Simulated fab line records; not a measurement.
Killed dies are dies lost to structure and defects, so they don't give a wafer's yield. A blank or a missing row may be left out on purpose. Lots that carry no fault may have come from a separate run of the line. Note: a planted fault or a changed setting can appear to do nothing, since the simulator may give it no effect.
Which tool was responsible? :: flow sky130 :: Sampling: 14 lots, 42 wafers, 3 of 708 route steps

== WHAT EACH GAUGE READ, for each wafer ==
SKY_LI_CONTACT_OVL_MEAS_13. Usual: for LI_CONTACT_OVL the level is 0 nm and the standard deviation is 5.8.
lot: L785
measured: day 29 19:50
on: overlay-02
LI_CONTACT_OVL (nm): -6 -15 -10
flag: 

lot: L791
measured: day 31 11:05
on: overlay-01
LI_CONTACT_OVL (nm): -2 -5 -2
flag: 

lot: L792
measured: day 31 22:28
on: overlay-02
LI_CONTACT_OVL (nm): -1 14 14
flag: 

lot: L793
measured: day 32 01:24
on: overlay-02
LI_CONTACT_OVL (nm): -11 -9 -7
flag: 

lot: L797
measured: day 33 14:35
on: overlay-02
LI_CONTACT_OVL (nm): -7 -10 -3
flag: 

lot: L798
measured: day 33 21:09
on: overlay-02
LI_CONTACT_OVL (nm): -2 6 -5
flag: 

lot: L799
measured: day 34 03:04
on: overlay-02
LI_CONTACT_OVL (nm): 2 -4 -2
flag: 

lot: L802
measured: day 35 03:08
on: overlay-02
LI_CONTACT_OVL (nm): 11 -2 -1
flag: 

lot: L803
measured: day 35 07:17
on: overlay-02
LI_CONTACT_OVL (nm): -3 1 10
flag: 

lot: L804
measured: day 35 18:26
on: overlay-01
LI_CONTACT_OVL (nm): 6 4 -4
flag: 

lot: L805
measured: day 35 19:25
on: overlay-01
LI_CONTACT_OVL (nm): -6 0 1
flag: 

lot: L806
measured: day 36 00:17
on: overlay-01
LI_CONTACT_OVL (nm): -1 1 1
flag: 

lot: L808
measured: day 36 23:41
on: overlay-01
LI_CONTACT_OVL (nm): -3 -1 -3
flag: 

lot: L807
measured: day 37 03:01
on: overlay-02
LI_CONTACT_OVL (nm): 7 4 0
flag: 

SKY_CONTACT_THK_MEAS_01. Usual: for CONTACT_CVD_00_THK the level is 75.1 nm and the standard deviation is 1.1.
lot: L785
measured: day 31 02:18
on: film-metro-01
CONTACT_CVD_00_THK (nm): 73.0 75.7 74.4
flag: 

lot: L791
measured: day 32 16:38
on: film-metro-04
CONTACT_CVD_00_THK (nm): 74.0 74.1 76.3
flag: 

lot: L792
measured: day 33 03:40
on: film-metro-01
CONTACT_CVD_00_THK (nm): 73.9 74.6 74.2
flag: 

lot: L793
measured: day 33 08:33
on: film-metro-02
CONTACT_CVD_00_THK (nm): 74.5 76.2 76.0
flag: 

lot: L797
measured: day 34 19:01
on: film-metro-02
CONTACT_CVD_00_THK (nm): 76.3 74.8 77.8
flag: 

lot: L798
measured: day 35 02:51
on: film-metro-04
CONTACT_CVD_00_THK (nm): 74.0 75.1 75.5
flag: 

lot: L799
measured: day 35 08:04
on: film-metro-02
CONTACT_CVD_00_THK (nm): 76.4 75.0 77.4
flag: 

lot: L802
measured: day 36 07:35
on: film-metro-01
CONTACT_CVD_00_THK (nm): 75.3 73.7 75.9
flag: 

lot: L803
measured: day 36 11:44
on: film-metro-01
CONTACT_CVD_00_THK (nm): 73.1 73.5 75.0
flag: 

lot: L804
measured: day 36 23:20
on: film-metro-02
CONTACT_CVD_00_THK (nm): 73.6 73.7 74.6
flag: 

lot: L805
measured: day 36 23:33
on: film-metro-04
CONTACT_CVD_00_THK (nm): 75.0 76.2 75.6
flag: 

lot: L806
measured: day 37 04:17
on: film-metro-02
CONTACT_CVD_00_THK (nm): 73.7 75.7 77.0
flag: 

lot: L808
measured: day 38 04:11
on: film-metro-02
CONTACT_CVD_00_THK (nm): 74.1 75.1 75.3
flag: 

lot: L807
measured: day 38 07:07
on: film-metro-04
CONTACT_CVD_00_THK (nm): 75.8 76.0 77.0
flag: 

== WHAT TOOL EACH LOT RAN ON (gives the tool, then ch and the chambers of the sampled wafers, and finally the start) ==
lot: L785
SKY_LI_CONTACT_ETCH_14: rie-diel-04 ch 0,2,3, day 29 19:53

lot: L791
SKY_LI_CONTACT_ETCH_14: rie-diel-02 ch 0,2,3, day 31 11:08

lot: L792
SKY_LI_CONTACT_ETCH_14: rie-diel-03 ch 0,2, day 31 22:29

lot: L793
SKY_LI_CONTACT_ETCH_14: rie-diel-03 ch 0,1,2, day 32 01:26

lot: L797
SKY_LI_CONTACT_ETCH_14: rie-diel-04 ch 0,1,3, day 33 14:38

lot: L798
SKY_LI_CONTACT_ETCH_14: rie-diel-03 ch 0,2,3, day 33 21:11

lot: L799
SKY_LI_CONTACT_ETCH_14: rie-diel-03 ch 0,1, day 34 03:05

lot: L802
SKY_LI_CONTACT_ETCH_14: rie-diel-04 ch 0,2,3, day 35 03:11

lot: L803
SKY_LI_CONTACT_ETCH_14: rie-diel-04 ch 0,2, day 35 07:20

lot: L804
SKY_LI_CONTACT_ETCH_14: rie-diel-03 ch 0,1, day 35 18:29

lot: L805
SKY_LI_CONTACT_ETCH_14: rie-diel-02 ch 0,3, day 35 19:26

lot: L806
SKY_LI_CONTACT_ETCH_14: rie-diel-02 ch 0,1,3, day 36 00:20

lot: L808
SKY_LI_CONTACT_ETCH_14: rie-diel-02 ch 1,3, day 36 23:44

lot: L807
SKY_LI_CONTACT_ETCH_14: rie-diel-03 ch 0,1,2, day 37 03:02
- SKY_LI_CONTACT_ETCH_14: etches BARC in N2/H2, stops on SiO2, time 45.9 s, target depth 60 nm.

== WHAT THE TOOLS THEMSELVES READ (means of the sampled wafers that have a number; where no wafer has one, the mark that the record gives instead) ==
SKY_LI_CONTACT_ETCH_14. Usual: chamber-pressure-mTorr 30.003 mTorr, standard deviation 0.026; drypump-motor-current-A 5.4 A, standard deviation 0.4; oes-product-au 0.854 a.u., standard deviation 0.0042; throttle-valve-pct 13.225 %, standard deviation 0.0089.
lot: L785
tool: rie-diel-04
chamber-pressure-mTorr (mTorr): 30.004
drypump-motor-current-A (A): 5.2
oes-product-au (a.u.): 0.853
throttle-valve-pct (%): 13.225
flag: 

lot: L791
tool: rie-diel-02
chamber-pressure-mTorr (mTorr): 30.010
drypump-motor-current-A (A): 5.2
oes-product-au (a.u.): 0.851
throttle-valve-pct (%): 13.225
flag: 

lot: L792
tool: rie-diel-03
chamber-pressure-mTorr (mTorr): 30.005
drypump-motor-current-A (A): 5.7
oes-product-au (a.u.): 0.855
throttle-valve-pct (%): 13.228
flag: 

lot: L793
tool: rie-diel-03
chamber-pressure-mTorr (mTorr): 30.009
drypump-motor-current-A (A): 5.6
oes-product-au (a.u.): 0.855
throttle-valve-pct (%): 13.232
flag: 

lot: L797
tool: rie-diel-04
chamber-pressure-mTorr (mTorr): 29.962
drypump-motor-current-A (A): 5.0
oes-product-au (a.u.): 0.852
throttle-valve-pct (%): 13.219
flag: 

lot: L798
tool: rie-diel-03
chamber-pressure-mTorr (mTorr): 30.006
drypump-motor-current-A (A): 5.7
oes-product-au (a.u.): 0.855
throttle-valve-pct (%): 13.228
flag: 

lot: L799
tool: rie-diel-03
chamber-pressure-mTorr (mTorr): 30.001
drypump-motor-current-A (A): 5.6
oes-product-au (a.u.): 0.855
throttle-valve-pct (%): 13.231
flag: 

lot: L802
tool: rie-diel-04
chamber-pressure-mTorr (mTorr): 30.002
drypump-motor-current-A (A): 5.1
oes-product-au (a.u.): 0.856
throttle-valve-pct (%): 13.230
flag: 

lot: L803
tool: rie-diel-04
chamber-pressure-mTorr (mTorr): 30.026
drypump-motor-current-A (A): 5.4
oes-product-au (a.u.): 0.852
throttle-valve-pct (%): 13.223
flag: 

lot: L804
tool: rie-diel-03
chamber-pressure-mTorr (mTorr): 30.013
drypump-motor-current-A (A): 5.7
oes-product-au (a.u.): 0.854
throttle-valve-pct (%): 13.223
flag: 

lot: L805
tool: rie-diel-02
chamber-pressure-mTorr (mTorr): 30.008
drypump-motor-current-A (A): 5.2
oes-product-au (a.u.): 0.852
throttle-valve-pct (%): 13.231
flag: 

lot: L806
tool: rie-diel-02
chamber-pressure-mTorr (mTorr): 29.981
drypump-motor-current-A (A): 5.5
oes-product-au (a.u.): 0.852
throttle-valve-pct (%): 13.227
flag: 

lot: L808
tool: rie-diel-02
chamber-pressure-mTorr (mTorr): 30.001
drypump-motor-current-A (A): 5.9
oes-product-au (a.u.): 0.853
throttle-valve-pct (%): 13.227
flag: 

lot: L807
tool: rie-diel-03
chamber-pressure-mTorr (mTorr): 30.007
drypump-motor-current-A (A): 5.6
oes-product-au (a.u.): 0.853
throttle-valve-pct (%): 13.221
flag: 

== THE ANSWER, worked out from the rows above alone ==
Rule: a lot is off if the mean of its wafers that have a number lies more than 3 standard deviations from the usual mean. Also off: a lot with no number at a reading for which 4 or more lots have one. The other lots that the step has rows for count as sound. Order of review: gauges by route order, followed by the tools' own readings, for which a lot's mean as printed above is used. The first step at which some lot is off is used, and at that step the reading that is off furthest; a lot without a number counts as furthest.
Nothing can be told from this: no lot is off at any reading shown.

== WHAT WAS PUT IN BY THE SIMULATOR ==
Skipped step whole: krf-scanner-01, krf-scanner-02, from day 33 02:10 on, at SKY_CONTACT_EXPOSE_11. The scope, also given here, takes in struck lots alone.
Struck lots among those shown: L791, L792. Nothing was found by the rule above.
